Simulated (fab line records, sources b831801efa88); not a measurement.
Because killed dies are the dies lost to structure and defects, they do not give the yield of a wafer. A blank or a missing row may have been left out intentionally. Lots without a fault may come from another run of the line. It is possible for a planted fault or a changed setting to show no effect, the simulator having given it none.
The tool behind it: which one?    flow gf180mcu    11 lots with 33 wafers sampled at 3 steps, on a route of 602 steps

## WHAT EACH GAUGE READ, for each wafer
GF_V5_RS_MEAS_24: uses a four-point probe to measure.
lot   measured      on             V5_W_RS (ohm/sq)
L824  day 27 21:05  film_metro-01  0.323 0.326 0.327
L825  day 28 03:42  film_metro-01  0.333 0.335 0.334
L831  day 30 00:28  film_metro-01  0.329 0.326 0.330
L832  day 30 07:29  film_metro-03  0.326 0.328 0.325
L833  day 30 13:34  film_metro-03  0.335 0.327 0.330
L835  day 31 03:54  film_metro-03  0.324 0.321 0.320
L839  day 32 02:12  film_metro-03  0.326 0.329 0.327
L841  day 32 12:41  film_metro-01  0.323 0.327 0.325
L842  day 33 00:02  film_metro-02  0.329 0.326 0.327
L843  day 33 14:39  film_metro-03  0.322 0.324 0.325
L844  day 33 16:27  film_metro-01  0.326 0.328 0.327

GF_TOP_METAL_CD_MEAS_14: target cd 440 nm.
lot   measured      on         cd_nm (nm)
L824  day 28 17:00  cd_sem-02  441.7 442.6 441.7
L825  day 29 00:02  cd_sem-02  439.7 442.1 442.0
L831  day 30 19:33  cd_sem-02  443.5 442.0 441.2
L832  day 31 01:19  cd_sem-01  444.9 441.7 441.5
L833  day 31 07:15  cd_sem-02  438.8 438.9 438.5
L835  day 31 21:20  cd_sem-01  440.7 440.2 442.0
L839  day 32 18:41  cd_sem-02  437.7 434.6 436.0
L841  day 33 05:40  cd_sem-01  436.3 435.7 435.0
L842  day 33 16:18  cd_sem-01  438.0 438.4 437.8
L843  day 34 06:12  cd_sem-01  439.0 443.4 442.4
L844  day 34 07:47  cd_sem-01  437.7 436.4 437.8

## WHICH TOOL RAN EACH LOT (tool, then ch and the chambers of the sampled wafers, then the start)
lot   GF_TOP_METAL_SPUTTER_03
L824  pvd_sputter-04, day 27 21:43
L825  pvd_sputter-04, day 28 04:19
L831  pvd_sputter-02, day 30 01:08
L832  pvd_sputter-04, day 30 08:07
L833  pvd_sputter-02, day 30 14:10
L835  pvd_sputter-04, day 31 04:31
L839  pvd_sputter-03, day 32 02:58
L841  pvd_sputter-04, day 32 13:40
L842  pvd_sputter-04, day 33 00:42
L843  pvd_sputter-02, day 33 15:18
L844  pvd_sputter-04, day 33 17:07
- GF_TOP_METAL_SPUTTER_03: material Ti, target thk 5 nm, time 3.3 s.

## AS READ BY THE TOOLS THEMSELVES (means over the sampled wafers that have a number; for cases with no such wafer, the mark the record gives instead)
GF_TOP_METAL_SPUTTER_03.
lot   tool            throttle_valve_pct (%)
L824  pvd_sputter-04  29.1
L825  pvd_sputter-04  29.3
L831  pvd_sputter-02  31.4
L832  pvd_sputter-04  29.5
L833  pvd_sputter-02  30.2
L835  pvd_sputter-04  29.1
L839  pvd_sputter-03  30.5
L841  pvd_sputter-04  28.7
L842  pvd_sputter-04  29.8
L843  pvd_sputter-02  30.2
L844  pvd_sputter-04  28.7

## THE ANSWER, worked out from the rows above alone
Rule: the usual values come from the lots themselves. The widest of any qualifying gaps counts: lots, ordered by their means at a reading, are off when they make up no more than a third of the lots, leave a main group of 4 or more, and stand apart from it by 3 or more times the standard deviation of that group's means. Not used: any main group whose means are identical at the precision the tables above print for the reading. A lot without any number at a reading at which 4 lots or more have one is off too. All remaining lots with rows at the step are treated as sound. After the gauges, taken in route order, come the tools' own readings; for these a lot's mean is taken, as printed above. At the first step where some lot is off, the reading lying furthest off is the one used; lots without a number count as furthest.
None of the lots is off at any reading shown; this tells nothing.

## WHAT THE SIMULATOR HAD INSERTED
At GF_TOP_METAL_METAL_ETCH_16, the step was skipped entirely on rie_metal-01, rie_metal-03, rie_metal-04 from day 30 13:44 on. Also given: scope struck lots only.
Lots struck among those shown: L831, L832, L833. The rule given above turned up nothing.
